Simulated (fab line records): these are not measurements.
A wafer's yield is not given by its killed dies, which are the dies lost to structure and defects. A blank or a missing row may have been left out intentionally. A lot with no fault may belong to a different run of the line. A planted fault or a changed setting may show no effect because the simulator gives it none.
fab line records	flow sky130
record: lots: 11	wafers: 33	last-day: 50
route steps=708 shown GATE_OXIDE@200 LDD_P@266 LDD_HVN@271 LDD_LDN@302 PAD_OPEN@708
lots that met no fault: from a run of the same line without faults
start-h: start of the lot's first displayed wafer, in hours after the record's first day	wait-h: time in hours since the lot's previous step	" same as the row above	L1.1+2: one row covering several wafers at once	- no value present, or no start provided	* or withheld: withheld	< > ~ a bound
route shown NAME@n: names a module that has steps shown in the file, with the first one's number in the route	usual: mean/standard deviation of fault-free wafers	same: alike in all rows	chamber/n: place in a boat	sites: readings site by site	_std_site: their standard deviation	_edge_site: the outer-site mean with the inner-site mean subtracted	radius-mm: how far each site lies from the wafer's centre	mask NAME#n: copy n	behind: the most recent tool/chamber to have shaped the wafer	hold: why the lot was held/for how many hours/how that ended	device: which transistor (n, p or np) failed to switch	end of line: the same wafers' tests at the end of the route	a step with no rows: only its recipe	killed: count of dies lost to structure and defects at first sort (not the wafer's yield)	map: the dies of a wafer, with x for killed, . for not killed, _ for no die there
set.NAME: the setting the step ran with; set.NAME@STEP: the setting that earlier step ran with	model.NAME: the simulator's own value behind a step, which no gauge read
one table for each step of the route and one row for each wafer, over a sample of lots
services: from which hour (start-h, from the record's first day; less than 0 if before it) a tool's chamber was out of use, for how many hours, and why
== steps ==
step: SKY_GATE_OXIDE_STRIP_13
recipe: chemistry: O2/N2	power-w: 1400	pressure-mtorr: 1500	platen-temp-c: withheld	o2-flow-sccm: 3000	n2-flow-sccm: 300	overash-fraction: 0.5
usual: drypump-motor-current-A: 5.6/0.52	oes-product-au: 0.715/0.0042	strip-time-to-endpoint-s: 14.18/0.032
lot.wafer	tool	chamber	start-h	wait-h	drypump-motor-current-A	oes-product-au	rf-hours-counter-h	strip-time-to-endpoint-s
L306.1	plasma-asher-02	0	309.36	0.0	5.4	0.713	64	14.16
L306.2	"	1	"	"	6.0	0.726	64	14.18
L306.3	"	0	"	"	5.4	0.715	-	14.20
L307.3	plasma-asher-04	0	321.09	0.0	5.0	0.715	-	14.13
L307.4	"	1	"	"	5.6	0.716	-	14.12
L307.5	"	1	"	"	5.7	0.708	-	14.16
L313.2	plasma-asher-04	0	376.40	0.0	5.0	0.717	52	14.20
L313.5	"	1	"	"	5.6	0.722	-	14.15
L313.6	"	0	"	"	5.0	0.718	-	14.16
L314.2	plasma-asher-01	1	382.70	0.0	6.5	0.719	25	14.19
L314.3	"	1	"	"	6.5	0.713	-	14.20
L314.6	"	1	"	"	6.5	0.719	-	14.23
L315.1	plasma-asher-04	1	386.21	0.0	5.6	0.718	53	14.16
L315.4	"	1	"	"	5.6	0.716	-	14.15
L315.5	"	1	"	"	5.7	0.713	-	14.13
L317.1	plasma-asher-01	0	407.15	0.0	5.3	0.706	27	14.17
L317.3	"	1	"	"	6.5	0.717	-	14.17
L317.6	"	1	"	"	6.5	0.711	-	14.25
L320.1	plasma-asher-01	0	431.55	0.0	5.3	0.713	30	14.25
L320.3	"	0	"	"	5.3	0.712	-	14.18
L320.4	"	1	"	"	6.5	0.714	-	14.18
L326.1	plasma-asher-02	1	480.37	0.0	6.1	0.710	81	14.23
L326.2	"	0	"	"	5.4	0.709	81	14.21
L326.6	"	0	"	"	5.4	0.713	-	14.22
L327.1	plasma-asher-04	1	486.51	0.0	5.7	0.710	63	14.22
L327.2	"	0	"	"	5.0	0.720	63	14.21
L327.3	"	0	"	"	5.0	0.716	-	14.21
L328.3	plasma-asher-01	0	493.34	0.0	5.3	0.720	-	14.17
L328.4	"	1	"	"	6.5	0.715	-	14.12
L328.5	"	1	"	"	6.5	0.720	-	14.17
L329.3	plasma-asher-01	1	504.49	0.0	6.5	0.714	-	14.15
L329.4	"	0	"	"	5.3	0.720	-	14.15
L329.5	"	0	"	"	5.3	0.714	-	14.10
step: SKY_LDD_P_TW_MEAS_11
usual: LDD_P_TW: 639/5
lot.wafer	tool	chamber	start-h	wait-h	LDD_P_TW
L306.1	film-metro-01	-	434.27	0.1	639
L306.2	"	-	"	"	640
L306.3	"	-	"	"	635
L307.3	film-metro-02	-	449.44	0.1	631
L307.4	"	-	"	"	633
L307.5	"	-	"	"	639
L313.2	film-metro-02	-	506.53	0.1	636
L313.5	"	-	"	"	635
L313.6	"	-	"	"	633
L314.2	film-metro-01	-	514.68	0.1	645
L314.3	"	-	"	"	649
L314.6	"	-	"	"	646
L315.1	film-metro-03	-	520.53	0.1	637
L315.4	"	-	"	"	639
L315.5	"	-	"	"	643
L317.1	film-metro-02	-	540.77	0.1	633
L317.3	"	-	"	"	634
L317.6	"	-	"	"	632
L320.1	film-metro-02	-	562.08	0.1	633
L320.3	"	-	"	"	632
L320.4	"	-	"	"	633
L326.1	film-metro-03	-	607.97	0.1	639
L326.2	"	-	"	"	638
L326.6	"	-	"	"	637
L327.1	film-metro-03	-	615.57	0.1	641
L327.2	"	-	"	"	639
L327.3	"	-	"	"	638
L328.3	film-metro-03	-	620.79	0.1	643
L328.4	"	-	"	"	643
L328.5	"	-	"	"	640
L329.3	film-metro-02	-	633.14	0.1	638
L329.4	"	-	"	"	642
L329.5	"	-	"	"	639
step: SKY_LDD_HVN_EXPOSE_04
recipe: mask-id: HVNTM	na: 0.6	source-shape: conventional	sigma-outer: 0.6	polarization: unpolarized	target-cd-nm: 700	dose-mj: 127
lot.wafer	tool	chamber	start-h	wait-h	mask
L306.1+2+3	iline-stepper-01	0	450.06	-	HVNTM#0
L307.3+4+5	iline-stepper-01	0	464.86	-	HVNTM#0
L313.2+5+6	iline-stepper-02	0	521.65	-	HVNTM#0
L314.2+3+6	iline-stepper-01	0	536.67	-	HVNTM#0
L315.1+4+5	iline-stepper-02	0	537.07	-	HVNTM#0
L317.1+3+6	iline-stepper-02	0	555.94	-	LDNTM#0
L320.1+3+4	iline-stepper-02	0	577.91	-	HVNTM#0
L326.1+2+6	iline-stepper-01	0	621.64	-	HVNTM#0
L327.1+2+3	iline-stepper-02	0	630.94	-	HVNTM#0
L328.3+4+5	iline-stepper-01	0	636.11	-	HVNTM#0
L329.3+4+5	iline-stepper-01	0	647.61	-	HVNTM#0
step: SKY_LDD_HVN_OVL_MEAS_07
usual: LDD_HVN_OVL: -0.3/1.6
lot.wafer	tool	chamber	start-h	wait-h	LDD_HVN_OVL[nm]
L306.1	overlay-02	-	465.36	0.1	-0.2
L306.2	"	-	"	"	0.3
L306.3	"	-	"	"	-0.4
L307.3	overlay-02	-	479.78	0.1	-1.9
L307.4	"	-	"	"	-1.7
L307.5	"	-	"	"	-2.8
L313.2	overlay-02	-	537.62	0.1	-2.6
L313.5	"	-	"	"	-2.4
L313.6	"	-	"	"	-1.8
L314.2	overlay-01	-	550.67	0.1	-0.2
L314.3	"	-	"	"	-1.3
L314.6	"	-	"	"	1.1
L315.1	overlay-02	-	551.30	0.1	-3.5
L315.4	"	-	"	"	-1.3
L315.5	"	-	"	"	-1.4
L317.1	overlay-02	-	570.65	0.1	-
L317.3	"	-	"	"	-
L317.6	"	-	"	"	-
L320.1	overlay-02	-	591.27	0.1	-0.9
L320.3	"	-	"	"	-1.6
L320.4	"	-	"	"	-0.1
L326.1	overlay-01	-	637.37	0.1	-2.1
L326.2	"	-	"	"	-3.8
L326.6	"	-	"	"	-2.2
L327.1	overlay-01	-	645.45	0.1	1.4
L327.2	"	-	"	"	2.2
L327.3	"	-	"	"	1.1
L328.3	overlay-01	-	650.13	0.1	2.1
L328.4	"	-	"	"	2.3
L328.5	"	-	"	"	3.1
L329.3	overlay-02	-	661.78	0.1	1.1
L329.4	"	-	"	"	1.5
L329.5	"	-	"	"	0.2
step: SKY_LDD_HVN_STRIP_09
recipe: chemistry: O2/N2	power-w: 1400	pressure-mtorr: 1500	platen-temp-c: withheld	o2-flow-sccm: 3000	n2-flow-sccm: 300	overash-fraction: 0.5
usual: drypump-motor-current-A: 5.7/0.47	oes-product-au: 0.408/0.0041	strip-time-to-endpoint-s: 4.135/0.016
lot.wafer	tool	chamber	start-h	wait-h	drypump-motor-current-A	oes-product-au	rf-hours-counter-h	strip-time-to-endpoint-s
L306.1	plasma-asher-03	1	465.54	0.1	5.1	0.405	3	4.163
L306.2	"	0	"	"	5.6	0.402	3	4.153
L306.3	"	1	"	"	5.2	0.416	-	4.122
L307.3	plasma-asher-03	0	479.99	0.1	5.6	0.407	-	4.151
L307.4	"	1	"	"	5.2	0.412	-	4.152
L307.5	"	0	"	"	5.6	0.409	-	4.142
L313.2	plasma-asher-02	0	537.80	0.1	5.4	0.409	87	4.170
L313.5	"	1	"	"	6.0	0.411	-	4.162
L313.6	"	0	"	"	5.4	0.407	-	4.152
L314.2	plasma-asher-02	1	550.86	0.1	6.0	0.410	88	4.140
L314.3	"	1	"	"	6.0	0.412	-	4.133
L314.6	"	0	"	"	5.4	0.413	-	4.136
L315.1	plasma-asher-02	0	551.49	0.1	5.4	0.401	88	4.123
L315.4	"	1	"	"	6.1	0.415	-	4.145
L315.5	"	1	"	"	6.0	0.401	-	4.155
L317.1	plasma-asher-03	0	570.84	0.1	5.6	0.409	14	4.149
L317.3	"	1	"	"	5.2	0.411	-	4.124
L317.6	"	0	"	"	5.6	0.406	-	4.120
L320.1	plasma-asher-02	0	591.46	0.1	5.4	0.412	93	4.141
L320.3	"	1	"	"	6.1	0.402	-	4.131
L320.4	"	0	"	"	5.4	0.418	-	4.158
L326.1	plasma-asher-03	1	637.55	0.1	5.2	0.412	21	4.150
L326.2	"	0	"	"	5.6	0.412	21	4.150
L326.6	"	0	"	"	5.6	0.415	-	4.157
L327.1	plasma-asher-02	1	645.64	0.1	6.1	0.410	97	4.152
L327.2	"	0	"	"	5.4	0.406	97	4.119
L327.3	"	1	"	"	6.1	0.410	-	4.134
L328.3	plasma-asher-01	0	650.33	0.1	5.3	0.406	-	4.177
L328.4	"	1	"	"	6.5	0.403	-	4.134
L328.5	"	1	"	"	6.5	0.408	-	4.135
L329.3	plasma-asher-02	1	661.99	0.1	6.1	0.407	-	4.120
L329.4	"	0	"	"	5.4	0.410	-	4.122
L329.5	"	1	"	"	6.1	0.419	-	4.101
step: SKY_LDD_HVN_TW_MEAS_10
usual: LDD_HVN_TW: 1437/7
lot.wafer	tool	chamber	start-h	wait-h	LDD_HVN_TW
L306.1	film-metro-04	-	465.64	0.1	1434
L306.2	"	-	"	"	1432
L306.3	"	-	"	"	1439
L307.3	film-metro-04	-	480.08	0.1	1438
L307.4	"	-	"	"	1432
L307.5	"	-	"	"	1432
L313.2	film-metro-02	-	537.91	0.1	1438
L313.5	"	-	"	"	1424
L313.6	"	-	"	"	1418
L314.2	film-metro-04	-	550.97	0.1	1439
L314.3	"	-	"	"	1433
L314.6	"	-	"	"	1440
L315.1	film-metro-04	-	551.59	0.1	1437
L315.4	"	-	"	"	1442
L315.5	"	-	"	"	1443
L317.1	film-metro-04	-	570.94	0.1	30
L317.3	"	-	"	"	30
L317.6	"	-	"	"	31
L320.1	film-metro-04	-	591.56	0.1	1437
L320.3	"	-	"	"	1432
L320.4	"	-	"	"	1431
L326.1	film-metro-04	-	637.65	0.1	1440
L326.2	"	-	"	"	1443
L326.6	"	-	"	"	1435
L327.1	film-metro-02	-	645.74	0.1	1431
L327.2	"	-	"	"	1445
L327.3	"	-	"	"	1443
L328.3	film-metro-02	-	650.42	0.1	1429
L328.4	"	-	"	"	1439
L328.5	"	-	"	"	1439
L329.3	film-metro-02	-	662.07	0.1	1434
L329.4	"	-	"	"	1433
L329.5	"	-	"	"	1440
step: SKY_LDD_LDN_TW_MEAS_13
usual: LDD_LDN_TW: 1493/6.7
lot.wafer	tool	chamber	start-h	wait-h	LDD_LDN_TW
L306.1	film-metro-03	-	528.80	0.1	1495
L306.2	"	-	"	"	1494
L306.3	"	-	"	"	1499
L307.3	film-metro-03	-	550.32	0.1	1495
L307.4	"	-	"	"	1499
L307.5	"	-	"	"	1509
L313.2	film-metro-04	-	596.41	0.1	1487
L313.5	"	-	"	"	1489
L313.6	"	-	"	"	1483
L314.2	film-metro-04	-	610.06	0.1	1478
L314.3	"	-	"	"	1492
L314.6	"	-	"	"	1485
L315.1	film-metro-03	-	610.74	0.1	1494
L315.4	"	-	"	"	1491
L315.5	"	-	"	"	1477
L317.1	film-metro-04	-	631.10	0.1	1821
L317.3	"	-	"	"	1827
L317.6	"	-	"	"	1821
L320.1	film-metro-04	-	652.24	0.1	1495
L320.3	"	-	"	"	1496
L320.4	"	-	"	"	1490
L326.1	film-metro-04	-	694.69	0.1	1492
L326.2	"	-	"	"	1494
L326.6	"	-	"	"	1484
L327.1	film-metro-03	-	702.00	0.1	1498
L327.2	"	-	"	"	1494
L327.3	"	-	"	"	1490
L328.3	film-metro-01	-	707.36	0.1	1488
L328.4	"	-	"	"	1483
L328.5	"	-	"	"	1483
L329.3	film-metro-01	-	718.36	0.1	1492
L329.4	"	-	"	"	1493
L329.5	"	-	"	"	1493
step: SKY_PAD_OPEN_PROBE_99
usual: killed_at_M0_to_M3: 42/7.2	killed_at_M4_up: 3.5/1.8	killed-at-contacts: 25/5.7	killed-at-front-end: 16/4.6	killed-at-other: 0.2/0.41	killed-dies: 86/9.3	killed-on-rim: 17/3.9	killed-open: 47/6.3	killed-short: 39/5.9
same: gross-dies: 492	killed-at-back-side: 0
lot.wafer	tool	chamber	start-h	wait-h	killed_at_M0_to_M3	killed_at_M4_up	killed-at-contacts	killed-at-front-end	killed-at-other	killed-dies	killed-on-rim	killed-open	killed-short
L306.1	prober-02	-	1077.43	0.1	56	2	23	16	0	97	11	52	45
L306.2	prober-02	-	1077.48	0.1	45	2	23	13	0	83	15	33	50
L306.3	prober-02	-	1077.53	0.2	48	1	14	22	0	85	15	40	45
L307.3	prober-01	-	1093.00	0.2	47	5	17	16	0	85	24	46	39
L307.4	prober-01	-	1093.05	0.2	62	4	23	7	1	97	16	55	42
L307.5	prober-01	-	1093.10	0.2	38	6	26	20	0	90	15	48	42
L313.2	prober-02	-	1125.67	0.1	49	3	23	18	0	93	17	52	41
L313.5	prober-02	-	1125.82	0.2	44	2	29	10	0	85	15	49	36
L313.6	prober-02	-	1125.87	0.2	32	4	39	17	1	93	16	54	39
L314.2	prober-01	-	1131.68	0.1	46	2	17	17	1	83	16	52	31
L314.3	prober-01	-	1131.73	0.2	38	5	29	23	0	95	17	53	42
L314.6	prober-01	-	1131.88	0.2	41	2	17	26	0	86	15	47	39
L315.1	prober-02	-	1133.57	0.1	38	4	25	14	0	81	15	39	42
L315.4	prober-02	-	1133.72	0.2	45	2	19	14	0	80	11	43	37
L315.5	prober-02	-	1133.77	0.2	55	2	25	14	0	96	20	51	45
L317.1	prober-02	-	1146.49	0.1	42	3	33	414	0	492	96	49	39
L317.3	prober-02	-	1146.59	0.2	37	3	18	434	0	492	96	39	33
L317.6	prober-02	-	1146.74	0.2	35	4	25	428	0	492	96	45	39
L320.1	prober-01	-	1163.98	0.1	42	4	26	4	0	76	12	40	36
L320.3	prober-01	-	1164.08	0.2	55	5	22	12	1	95	20	49	46
L320.4	prober-01	-	1164.13	0.2	39	3	29	14	0	85	14	40	45
L326.1	prober-01	-	1187.24	0.1	42	2	25	16	0	85	14	47	38
L326.2	prober-01	-	1187.29	0.1	41	4	29	11	0	85	13	42	43
L326.6	prober-01	-	1187.49	0.2	49	0	17	17	0	83	20	48	35
L327.1	prober-02	-	1191.69	0.1	44	8	22	17	0	91	20	55	36
L327.2	prober-02	-	1191.74	0.1	42	6	20	20	0	88	20	51	37
L327.3	prober-02	-	1191.79	0.2	49	0	18	17	0	84	15	46	38
L328.3	prober-01	-	1193.69	0.2	38	4	20	23	0	85	18	47	38
L328.4	prober-01	-	1193.74	0.2	38	5	26	7	0	76	21	45	31
L328.5	prober-01	-	1193.79	0.2	47	3	23	18	0	91	19	47	44
L329.3	prober-02	-	1200.72	0.2	42	3	15	15	0	75	15	45	30
L329.4	prober-02	-	1200.77	0.2	34	4	26	4	0	68	11	46	22
L329.5	prober-02	-	1200.82	0.2	40	3	26	10	1	80	14	48	32
killed by level:class
L306.1 VIA1:geometric-particle:open=15 VIA2:geometric-particle:open=9 CONTACT:geometric-particle:open=7 METAL3:geometric-particle:short=7 METAL2:geometric-particle:short=6 VIA3:geometric-particle:open=6 POLY_GATE:geometric-particle:open=5 LOCAL_INTERCONNECT:geometric-particle:short=5
L306.2 METAL1:geometric-particle:short=8 METAL3:geometric-particle:short=7 CONTACT:geometric-particle:short=7 METAL2:geometric-particle:short=7 CONTACT:geometric-particle:open=6 VIA1:geometric-particle:open=6 VIA2:geometric-particle:open=4 VIA1:geometric-particle:short=4
L306.3 METAL1:geometric-particle:short=7 VIA1:geometric-particle:open=7 METAL2:geometric-particle:short=7 VIA2:geometric-particle:open=6 FIELD_ISO:geometric-particle:short=5 METAL3:geometric-particle:short=5 LI_CONTACT:geometric-particle:open=4 POLY_GATE:geometric-particle:short=4
L307.3 VIA1:geometric-particle:open=17 METAL1:geometric-particle:short=6 VIA3:geometric-particle:open=6 LI_CONTACT:geometric-particle:open=5 VIA3:geometric-particle:short=5 FIELD_ISO:geometric-particle:short=4 CONTACT:geometric-particle:short=4 VIA1:geometric-particle:short=4
L307.4 LI_CONTACT:geometric-particle:open=12 VIA3:geometric-particle:open=12 VIA1:geometric-particle:open=11 METAL1:geometric-particle:short=9 VIA1:geometric-particle:short=9 VIA2:geometric-particle:open=7 METAL2:geometric-particle:short=6 CONTACT:geometric-particle:open=5
L307.5 CONTACT:geometric-particle:open=12 VIA1:geometric-particle:open=7 METAL2:geometric-particle:short=7 VIA3:geometric-particle:open=6 SPACER:geometric-particle:short=6 CONTACT:geometric-particle:short=6 VIA2:geometric-particle:open=6 METAL1:geometric-particle:short=5
L313.2 VIA2:geometric-particle:open=11 VIA1:geometric-particle:open=9 CONTACT:geometric-particle:open=8 METAL1:geometric-particle:short=7 LI_CONTACT:geometric-particle:open=6 FIELD_ISO:geometric-particle:open=5 VIA1:geometric-particle:short=5 LOCAL_INTERCONNECT:geometric-particle:short=4
L313.5 VIA1:geometric-particle:open=15 CONTACT:geometric-particle:open=12 LI_CONTACT:geometric-particle:open=7 METAL2:geometric-particle:short=6 METAL1:geometric-particle:short=5 VIA1:geometric-particle:short=5 VIA3:geometric-particle:open=4 VIA2:geometric-particle:open=4
L313.6 CONTACT:geometric-particle:open=14 LI_CONTACT:geometric-particle:open=10 VIA2:geometric-particle:open=7 CONTACT:geometric-particle:short=6 LOCAL_INTERCONNECT:geometric-particle:short=6 VIA3:geometric-particle:open=5 FIELD_ISO:geometric-particle:short=4 POLY_GATE:geometric-particle:open=4
L314.2 VIA1:geometric-particle:open=15 VIA3:geometric-particle:open=11 VIA2:geometric-particle:open=7 FIELD_ISO:geometric-particle:open=5 LI_CONTACT:geometric-particle:short=5 LI_CONTACT:geometric-particle:open=5 VIA1:geometric-particle:short=5 FIELD_ISO:geometric-particle:short=4
L314.3 CONTACT:geometric-particle:open=12 VIA1:geometric-particle:open=11 VIA2:geometric-particle:open=9 POLY_GATE:geometric-particle:short=6 VIA1:geometric-particle:short=6 LI_CONTACT:geometric-particle:short=5 LI_CONTACT:geometric-particle:open=5 POLY_GATE:geometric-particle:open=4
L314.6 POLY_GATE:geometric-particle:short=13 VIA1:geometric-particle:open=9 CONTACT:geometric-particle:open=7 LI_CONTACT:geometric-particle:open=5 CONTACT:geometric-particle:short=5 VIA1:geometric-particle:short=5 METAL2:geometric-particle:short=5 VIA2:geometric-particle:open=5
L315.1 CONTACT:geometric-particle:open=10 VIA2:geometric-particle:open=7 VIA1:geometric-particle:open=7 VIA3:geometric-particle:open=6 LOCAL_INTERCONNECT:geometric-particle:short=5 CONTACT:geometric-particle:short=5 VIA1:geometric-particle:short=5 METAL4:geometric-particle:short=4
L315.4 VIA1:geometric-particle:open=11 CONTACT:geometric-particle:open=8 VIA3:geometric-particle:open=8 LI_CONTACT:geometric-particle:open=6 VIA1:geometric-particle:short=5 VIA3:geometric-particle:short=5 FIELD_ISO:geometric-particle:short=4 POLY_GATE:geometric-particle:short=3
L315.5 VIA1:geometric-particle:open=15 METAL1:geometric-particle:short=10 CONTACT:geometric-particle:open=9 CONTACT:geometric-particle:short=7 VIA1:geometric-particle:short=6 LI_CONTACT:geometric-particle:open=5 METAL2:geometric-particle:short=5 VIA3:geometric-particle:open=5
L317.1 LDD_HVN:area-expose=404 CONTACT:geometric-particle:open=16 VIA1:geometric-particle:open=10 METAL1:geometric-particle:short=8 VIA2:geometric-particle:open=7 LI_CONTACT:geometric-particle:open=6 CONTACT:geometric-particle:short=6 METAL2:geometric-particle:short=5
L317.3 LDD_HVN:area-expose=420 CONTACT:geometric-particle:open=12 VIA1:geometric-particle:open=8 VIA1:geometric-particle:short=6 METAL2:geometric-particle:short=6 VIA3:geometric-particle:open=5 POLY_GATE:geometric-particle:short=4 METAL1:geometric-particle:short=4
L317.6 LDD_HVN:area-expose=408 VIA1:geometric-particle:open=9 CONTACT:geometric-particle:open=9 CONTACT:geometric-particle:short=8 FIELD_ISO:geometric-particle:short=5 FIELD_ISO:geometric-particle:open=5 POLY_GATE:geometric-particle:short=5 METAL1:geometric-particle:short=5
L320.1 CONTACT:geometric-particle:open=11 VIA1:geometric-particle:open=8 METAL2:geometric-particle:short=7 VIA3:geometric-particle:open=6 CONTACT:geometric-particle:short=5 METAL1:geometric-particle:short=5 VIA2:geometric-particle:short=5 LI_CONTACT:geometric-particle:open=3
L320.3 VIA1:geometric-particle:open=15 METAL2:geometric-particle:short=9 VIA2:geometric-particle:open=7 LI_CONTACT:geometric-particle:open=6 CONTACT:geometric-particle:open=6 VIA1:geometric-particle:short=6 CONTACT:geometric-particle:short=5 METAL1:geometric-particle:short=5
L320.4 LI_CONTACT:geometric-particle:open=9 LOCAL_INTERCONNECT:geometric-particle:short=8 VIA3:geometric-particle:open=7 CONTACT:geometric-particle:open=6 VIA1:geometric-particle:open=6 METAL3:geometric-particle:short=5 VIA2:geometric-particle:short=5 FIELD_ISO:geometric-particle:open=4
L326.1 VIA3:geometric-particle:open=10 CONTACT:geometric-particle:open=8 METAL2:geometric-particle:short=7 VIA2:geometric-particle:open=7 CONTACT:geometric-particle:short=5 POLY_GATE:geometric-particle:open=5 VIA1:geometric-particle:open=5 LI_CONTACT:geometric-particle:open=5
L326.2 CONTACT:geometric-particle:open=12 VIA1:geometric-particle:open=11 LOCAL_INTERCONNECT:geometric-particle:short=6 METAL1:geometric-particle:short=5 LI_CONTACT:geometric-particle:short=5 VIA2:geometric-particle:short=5 VIA3:geometric-particle:short=5 FIELD_ISO:geometric-particle:open=4
L326.6 VIA2:geometric-particle:open=11 CONTACT:geometric-particle:open=10 FIELD_ISO:geometric-particle:short=7 VIA1:geometric-particle:open=7 VIA3:geometric-particle:open=6 VIA1:geometric-particle:short=6 METAL1:geometric-particle:short=4 FIELD_ISO:geometric-particle:open=3
L327.1 VIA1:geometric-particle:open=13 LI_CONTACT:geometric-particle:open=9 VIA1:geometric-particle:short=8 VIA3:geometric-particle:open=8 CONTACT:geometric-particle:open=7 FIELD_ISO:geometric-particle:open=4 METAL4:geometric-particle:short=4 FIELD_ISO:geometric-particle:short=3
L327.2 CONTACT:geometric-particle:open=10 VIA2:geometric-particle:open=10 VIA1:geometric-particle:open=8 FIELD_ISO:geometric-particle:short=6 VIA3:geometric-particle:open=5 METAL4:geometric-particle:short=5 LI_CONTACT:geometric-particle:open=4 FIELD_ISO:geometric-particle:open=3
L327.3 VIA1:geometric-particle:open=11 VIA3:geometric-particle:open=7 FIELD_ISO:geometric-particle:short=6 VIA2:geometric-particle:open=6 CONTACT:geometric-particle:open=5 METAL1:geometric-particle:short=5 VIA1:geometric-particle:short=5 SPACER:geometric-particle:open=4
L328.3 VIA1:geometric-particle:open=17 FIELD_ISO:geometric-particle:short=7 LI_CONTACT:geometric-particle:open=7 POLY_GATE:geometric-particle:short=5 FIELD_ISO:geometric-particle:open=4 CONTACT:geometric-particle:short=4 CONTACT:geometric-particle:open=4 VIA2:geometric-particle:open=4
L328.4 CONTACT:geometric-particle:open=10 VIA1:geometric-particle:open=10 VIA3:geometric-particle:open=8 LI_CONTACT:geometric-particle:open=6 LOCAL_INTERCONNECT:geometric-particle:short=5 METAL2:geometric-particle:short=4 VIA2:geometric-particle:short=4 VIA2:geometric-particle:open=4
L328.5 VIA1:geometric-particle:open=11 VIA2:geometric-particle:open=9 CONTACT:geometric-particle:open=7 CONTACT:geometric-particle:short=7 VIA1:geometric-particle:short=6 VIA3:geometric-particle:open=6 FIELD_ISO:geometric-particle:short=5 FIELD_ISO:geometric-particle:open=5
L329.3 VIA2:geometric-particle:open=10 VIA1:geometric-particle:open=9 METAL1:geometric-particle:short=7 VIA3:geometric-particle:open=6 FIELD_ISO:geometric-particle:short=5 FIELD_ISO:geometric-particle:open=4 CONTACT:geometric-particle:open=4 VIA1:geometric-particle:short=4
L329.4 VIA1:geometric-particle:open=12 CONTACT:geometric-particle:open=9 LI_CONTACT:geometric-particle:open=9 VIA2:geometric-particle:open=7 VIA3:geometric-particle:short=4 LOCAL_INTERCONNECT:geometric-particle:short=4 VIA3:geometric-particle:open=4 METAL4:geometric-particle:short=3
L329.5 VIA1:geometric-particle:open=9 CONTACT:geometric-particle:open=9 VIA2:geometric-particle:open=8 METAL1:geometric-particle:short=6 LI_CONTACT:geometric-particle:open=6 CONTACT:geometric-particle:short=6 VIA3:geometric-particle:open=6 LOCAL_INTERCONNECT:geometric-particle:short=3
== services ==
tool	chamber	start-h	hours	kind
iline-stepper-01	-	403.78	7.9	repair
plasma-asher-03	-	421.25	9.0	pm
plasma-asher-03	0	421.25	9.0	vent-cycle
plasma-asher-03	1	421.25	9.0	vent-cycle
plasma-asher-02	-	423.92	1.6	repair
plasma-asher-03	0	430.25	-	clean
plasma-asher-03	1	430.25	-	clean
plasma-asher-03	-	438.06	2.0	repair
plasma-asher-01	-	439.25	2.6	repair
iline-stepper-01	-	447.93	1.7	pm
iline-stepper-02	-	460.63	6.2	repair
iline-stepper-02	-	479.25	1.7	pm
plasma-asher-02	-	514.04	2.8	pm
iline-stepper-01	-	517.08	2.1	pm
iline-stepper-01	-	519.16	-	consumable-replace:lamp
iline-stepper-01	-	525.66	8.9	pm
iline-stepper-02	-	526.04	9.7	repair
iline-stepper-02	-	557.69	2.1	pm
iline-stepper-02	-	559.77	-	consumable-replace:lamp
iline-stepper-01	-	584.56	4.4	pm
plasma-asher-02	-	620.27	6.6	repair
plasma-asher-02	-	621.19	0.5	repair
iline-stepper-02	-	621.24	0.6	repair
plasma-asher-03	-	658.06	9.0	repair
== key ==
first-sign: step: SKY_LDD_HVN_EXPOSE_04	reading: mask	direction: changed
effect: step: SKY_LDD_HVN_OVL_MEAS_07	reading: LDD_HVN_OVL	direction: missing
effect: step: SKY_LDD_HVN_TW_MEAS_10	reading: LDD_HVN_TW	direction: down	sigmas: 99+	usual: 1437	struck: 30
effect: step: SKY_LDD_LDN_TW_MEAS_13	reading: LDD_LDN_TW	direction: up	sigmas: 49	usual: 1493	struck: 1823
effect: step: SKY_PAD_OPEN_PROBE_99	reading: killed-at-front-end	direction: up	sigmas: 88	usual: 16	struck: 425
more-kills-born-at: SKY_LDD_HVN_EXPOSE_04@iline-stepper-02: 1232
met-at SKY_LDD_HVN_EXPOSE_04
struck-lots L317
tester-left-out L317
not-acting-at SKY_GATE_OXIDE_STRIP_13,SKY_LDD_P_TW_MEAS_11,SKY_LDD_HVN_STRIP_09
onset-between 537.07 555.94
fault: kind: wrong-mask	tool: any	chamber: -	onset-h: 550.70	steps: SKY_LDD_HVN_EXPOSE_04	aux-copy: LDNTM#0	scope: struck-lots-only
tester-left-out: of these lots the tester's yield and bins aren't shown, on N5 and GAA mostly nor the transistor test; their killed dies are dies lost to structure and defects alone, not to doping, threshold or leakage, so they don't give the yield
